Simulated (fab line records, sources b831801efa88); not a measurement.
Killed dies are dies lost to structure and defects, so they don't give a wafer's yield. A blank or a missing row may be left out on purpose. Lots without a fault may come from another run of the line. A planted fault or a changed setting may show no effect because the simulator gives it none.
One fault seen from 2 desks | flow sky130 | each desk has only its own numbers; what lay behind them comes last

THE METROLOGY DESK
What the gauges read, lot by lot, whatever tool the lot ran on: means of the sampled wafers that have a number. A lot is out of limits, marked OUT, if its mean lies more than 4 standard deviations from the usual mean; the brackets give that distance.
Columns: A = cd_nm at SKY_METAL4_CD_MEAS_13, usual 300.1 nm
lot  | first seen here | A
L708 | day 46 09:49    | 300.6
L714 | day 47 07:18    | 298.8
L716 | day 47 19:39    | 298.7
L718 | day 48 10:27    | 297.2
This desk's finding: nothing out of limits on any of the 4 lots.

THE TOOL OWNER'S DESK: litho_track-02
The tool's own readings at SKY_METAL4_DEVELOP_12 (develop time 60 s): means of the sampled wafers that have a number, for each lot that ran on this tool. A lot is out of limits, marked OUT, if its mean lies more than 4 standard deviations from the usual mean; the brackets give that distance.
Columns: A = chill_plate_temp_C at SKY_METAL4_DEVELOP_12, usual 23.00 C; B = exhaust_pa at SKY_METAL4_DEVELOP_12, usual 45.1 Pa
lot  | first seen here | A     | B
L714 | day 47 07:00    | 23.01 | 43.4
L716 | day 47 19:00    | 23.01 | 45.8
This desk's finding: nothing out of limits on any of the 2 lots.

PUT TOGETHER
The metrology desk saw nothing out of limits.
The tool owner's desk saw nothing out of limits.

WHAT THE SIMULATOR HAD PUT IN
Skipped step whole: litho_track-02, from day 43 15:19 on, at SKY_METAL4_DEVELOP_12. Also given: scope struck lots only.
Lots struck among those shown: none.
